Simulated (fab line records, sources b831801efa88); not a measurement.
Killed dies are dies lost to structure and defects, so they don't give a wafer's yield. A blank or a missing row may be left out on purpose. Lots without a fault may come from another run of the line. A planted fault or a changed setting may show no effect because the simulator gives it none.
fab line records | flow sky130 | part 2 of 2: steps 27 to 33 of 33
record lots=5 wafers=15 last_day=50
route steps=708 shown CAP2M@603 METAL4@621
lots that met no fault: from a run of the same line without faults
start_h: hours from the record's first day to the start of the lot's first wafer shown | wait_h: hours since the lot's step before | " the same as in the row above | L1.1+2: a row that stands for several wafers | - no value, or no start given | * or withheld: withheld | < > ~ a bound
route shown NAME@n: a module of which the file shows steps, and the number in the route of the first | usual: mean/standard deviation of fault-free wafers | same: alike in all rows | chamber/n: place in a boat | sites: the reading at each site | _std_site: their standard deviation | _edge_site: outer sites' mean less inner sites' | radius_mm: how far each site lies from the wafer's centre | mask NAME#n: copy n | behind: the tool/chamber that last shaped the wafer | hold: why the lot was held/for how many hours/how that ended | device: the transistor (n, p or np) that didn't switch | end of line: the same wafers' tests at the end of the route | a step without rows: its recipe alone | killed: dies lost to structure and defects at the first sort, not the wafer's yield | map: a wafer's dies, x killed, . not, _ none there
set.NAME: the setting as run; set.NAME@STEP: as run at that earlier step | model.NAME: the simulator's own value behind a step, which no gauge read
lots at some steps of the route; a table a step, a row a wafer
services: from which hour (start_h, from the record's first day; less than 0 if before it) a tool's chamber was out of use, for how many hours, and why
## steps
# step SKY_METAL4_CD_MEAS_13
# recipe target_cd_nm=300
# usual cd_nm=299.9/1.4
# columns lot.wafer tool chamber start_h wait_h cd_nm
L074.2 cd_sem-02 - 973.26 - 299.6
L074.3 " - " " 298.8
L074.4 " - " " 298.8
L079.1 cd_sem-01 - 1009.65 - 298.8
L079.4 " - " " 299.5
L079.6 " - " " 299.6
L086.1 cd_sem-02 - 1052.50 - 301.5
L086.4 " - " " 300.4
L086.6 " - " " 301.6
L094.1 cd_sem-02 - 1107.60 - 300.4
L094.2 " - " " 299.9
L094.3 " - " " 300.0
L096.1 cd_sem-01 - 1114.11 - 298.2
L096.2 " - " " 299.4
L096.6 " - " " 299.4
# step SKY_METAL4_OVL_MEAS_14
# usual METAL4_OVL=1/5.2
# columns lot.wafer tool chamber start_h wait_h METAL4_OVL[nm]
L074.2 overlay-01 - 973.37 0.1 -3
L074.3 " - " " 0
L074.4 " - " " -2
L079.1 overlay-01 - 1009.77 0.1 0
L079.4 " - " " 6
L079.6 " - " " 1
L086.1 overlay-01 - 1052.62 0.1 1
L086.4 " - " " -1
L086.6 " - " " 0
L094.1 overlay-01 - 1107.72 0.1 1
L094.2 " - " " 3
L094.3 " - " " 6
L096.1 overlay-01 - 1114.23 0.1 5
L096.2 " - " " 3
L096.6 " - " " -1
# step SKY_METAL4_DESCUM_15
# recipe chemistry=O2 source_power_w=150 bias_power_w=0 pressure_mtorr=10 temp_c=40 time_s=8
# usual drypump_motor_current_A=5.5/0.43 oes_product_au=1.005/0.0068
# columns lot.wafer tool chamber start_h wait_h drypump_motor_current_A oes_product_au rf_hours_counter_h
L074.2 rie_metal-04 1 973.40 0.0 6.3 1.012 12
L074.3 " 0 " " 5.7 1.000 -
L074.4 " 1 " " 6.3 1.001 -
L079.1 rie_metal-01 0 1009.81 0.0 5.6 1.013 20
L079.4 " 1 " " 5.0 1.004 -
L079.6 " 1 " " 5.0 1.002 -
L086.1 rie_metal-01 1 1052.66 0.0 5.0 0.993 9
L086.4 " 1 " " 5.0 0.995 -
L086.6 " 1 " " 5.0 0.997 -
L094.1 rie_metal-04 0 1107.76 0.0 5.7 1.012 17
L094.2 " 0 " " 5.7 1.009 -
L094.3 " 0 " " 5.7 1.018 -
L096.1 rie_metal-01 0 1114.27 0.0 5.6 1.004 3
L096.2 " 1 " " 5.0 1.006 13
L096.6 " 1 " " 5.0 1.009 -
# step SKY_METAL4_ETCH_16
# recipe chemistry=N2/H2 target=BARC ion_energy_ev=200 bias_w=100 pressure_mtorr=30 n2_flow_sccm=100 h2_flow_sccm=200 icp_w=500 stop_on=SiO2 time_s=88.2 target_depth_a=600
# usual bias_w=100.01/0.26 drypump_motor_current_A=5.5/0.43 oes_product_au=0.626/0.0045 throttle_valve_pct=13.204/0.0092
# columns lot.wafer tool chamber start_h wait_h bias_w drypump_motor_current_A oes_product_au rf_hours_counter_h throttle_valve_pct
L074.2 rie_metal-04 1 973.43 0.0 99.76 6.3 0.622 12 13.209
L074.3 " 0 " " 99.65 5.7 0.621 - 13.198
L074.4 " 1 " " 99.71 6.4 0.627 - 13.209
L079.1 rie_metal-01 0 1009.84 0.0 99.55 5.6 0.622 20 13.197
L079.4 " 1 " " 99.89 5.0 0.622 - 13.186
L079.6 " 1 " " 100.44 5.1 0.632 - 13.215
L086.1 rie_metal-01 1 1052.72 0.1 100.25 5.0 0.628 9 13.201
L086.4 " 1 " " 100.17 5.1 0.622 - 13.207
L086.6 " 1 " " 100.60 5.0 0.629 - 13.204
L094.1 rie_metal-04 0 1107.82 0.1 100.09 5.7 0.628 17 13.190
L094.2 " 0 " " 100.14 5.7 0.623 - 13.214
L094.3 " 0 " " 100.07 5.7 0.628 - 13.210
L096.1 rie_metal-01 0 1114.30 0.0 99.91 5.6 0.628 3 13.213
L096.2 " 1 " " 99.85 5.1 0.629 13 13.204
L096.6 " 1 " " 100.19 5.1 0.621 - 13.204
# step SKY_METAL4_ETCH_17
# recipe target=SiO2 stop_on=TiN chemistry=C4F8/O2/Ar source_w=1500 bias_w=1200 pressure_mtorr=40 c4f8_flow_sccm=withheld O2_flow_sccm=6 Ar_flow_sccm=300 time_s=3.9 target_depth_a=150
# usual bias_w=1200/3.5 oes_product_au=0.754/0.0067
# columns lot.wafer tool chamber start_h wait_h bias_w oes_product_au rf_hours_counter_h
L074.2 rie_diel-02 2 973.53 0.1 1199 0.746 21
L074.3 " 1 " " 1197 0.748 21
L074.4 " 3 " " 1199 0.761 3
L079.1 rie_diel-02 1 1009.94 0.1 1201 0.750 23
L079.4 " 0 " " 1204 0.754 7
L079.6 " 1 " " 1199 0.744 -
L086.1 rie_diel-02 0 1052.92 0.2 1196 0.738 8
L086.4 " 2 " " 1203 0.749 24
L086.6 " 0 " " 1198 0.767 -
L094.1 rie_diel-03 0 1108.02 0.2 1197 0.752 16
L094.2 " 3 " " 1196 0.755 11
L094.3 " 1 " " 1196 0.766 21
L096.1 rie_diel-04 0 1114.40 0.1 1197 0.742 25
L096.2 " 3 " " 1200 0.750 14
L096.6 " 3 " " 1203 0.761 -
# step SKY_METAL4_METAL_ETCH_18
# recipe target_depth_a=8450 stop_on=SiO2 over_etch_frac=0.3 time_s=183.1 chemistry=Cl2/BCl3 resist_sidewall_deg=88 pressure_mtorr=10 icp_w=900 bias_w=48.5 Cl2_flow_sccm=60 bcl3_flow_sccm=30
# usual bias_w=48.46/0.14 drypump_motor_current_A=5.5/0.37 oes_product_au=0.866/0.0059 throttle_valve_pct=22.264/0.0097
# columns lot.wafer tool chamber start_h wait_h bias_w drypump_motor_current_A oes_product_au rf_hours_counter_h throttle_valve_pct
L074.2 rie_metal-01 1 973.54 0.0 48.16 5.1 0.868 2 22.266
L074.3 " 0 " " 48.25 5.6 0.866 - 22.246
L074.4 " 1 " " 48.32 5.0 0.879 - 22.268
L079.1 rie_metal-04 1 1009.96 0.0 48.35 6.3 0.866 14 22.288
L079.4 " 0 " " 48.55 5.7 0.866 - 22.267
L079.6 " 0 " " 48.49 5.7 0.868 - 22.258
L086.1 rie_metal-03 1 1052.94 0.0 48.52 5.2 0.861 20 22.276
L086.4 " 1 " " 48.53 5.2 0.865 - 22.245
L086.6 " 1 " " 48.50 5.2 0.864 - 22.268
L094.1 rie_metal-01 0 1108.04 0.0 48.52 5.6 0.866 3 22.232
L094.2 " 1 " " 48.37 5.0 0.861 12 22.264
L094.3 " 0 " " 48.49 5.6 0.857 - 22.259
L096.1 rie_metal-03 1 1114.42 0.0 48.52 5.2 0.873 25 22.249
L096.2 " 0 " " 48.36 5.6 0.867 11 22.271
L096.6 " 0 " " 48.64 5.6 0.873 - 22.267
# step SKY_METAL4_STRIP_19
# recipe chemistry=O2/N2 power_w=1400 pressure_mtorr=1500 platen_temp_c=withheld o2_flow_sccm=3000 n2_flow_sccm=300 overash_fraction=0.5
# usual drypump_motor_current_A=5.6/0.55 oes_product_au=0.500/0.0057 strip_time_to_endpoint_s=6.47/0.066
# columns lot.wafer tool chamber start_h wait_h drypump_motor_current_A oes_product_au rf_hours_counter_h strip_time_to_endpoint_s
L074.2 plasma_asher-01 0 973.72 0.1 5.2 0.503 113 6.54
L074.3 " 1 " " 5.8 0.492 - 6.45
L074.4 " 0 " " 5.2 0.499 - 6.52
L079.1 plasma_asher-01 1 1010.14 0.1 5.8 0.496 116 6.50
L079.4 " 0 " " 5.2 0.501 - 6.48
L079.6 " 0 " " 5.2 0.498 - 6.38
L086.1 plasma_asher-02 1 1053.12 0.1 4.8 0.503 31 6.41
L086.4 " 0 " " 6.4 0.502 - 6.46
L086.6 " 0 " " 6.4 0.501 - 6.45
L094.1 plasma_asher-01 0 1108.22 0.1 5.2 0.508 5 6.54
L094.2 " 1 " " 5.8 0.495 5 6.50
L094.3 " 1 " " 5.8 0.502 - 6.45
L096.1 plasma_asher-02 1 1114.60 0.1 4.9 0.501 37 6.48
L096.2 " 0 " " 6.4 0.503 37 6.48
L096.6 " 1 " " 4.9 0.501 - 6.47
## services
# columns tool chamber start_h hours kind
krf_scanner-02 - 908.75 0.8 pm
plasma_asher-01 - 913.59 1.3 repair
iline_stepper-01 - 915.15 7.0 repair
rie_diel-02 2 918.94 8.7 repair
rie_metal-02 - 921.31 1.2 repair
pecvd-01 2 931.43 4.9 repair
krf_scanner-02 - 935.48 1.0 pm
krf_scanner-02 - 941.24 1.3 pm
iline_stepper-01 - 946.00 2.7 repair
iline_stepper-01 - 952.27 1.7 pm
rie_metal-01 - 955.08 14.6 pm
pecvd-01 1 977.75 10.2 repair
rie_metal-01 - 986.78 1.4 pm
plasma_asher-01 - 993.20 0.3 repair
iline_stepper-01 - 993.33 18.3 repair
plasma_asher-02 - 994.14 4.0 repair
plasma_asher-01 - 1017.04 1.1 repair
rie_metal-01 0 1024.11 7.4 repair
rie_diel-02 - 1039.35 2.8 pm
plasma_asher-01 - 1055.25 9.0 pm
plasma_asher-02 - 1063.12 2.8 pm
pecvd-01 1 1068.27 5.2 repair
iline_stepper-01 - 1088.52 1.9 repair
rie_metal-04 1 1106.21 4.0 repair
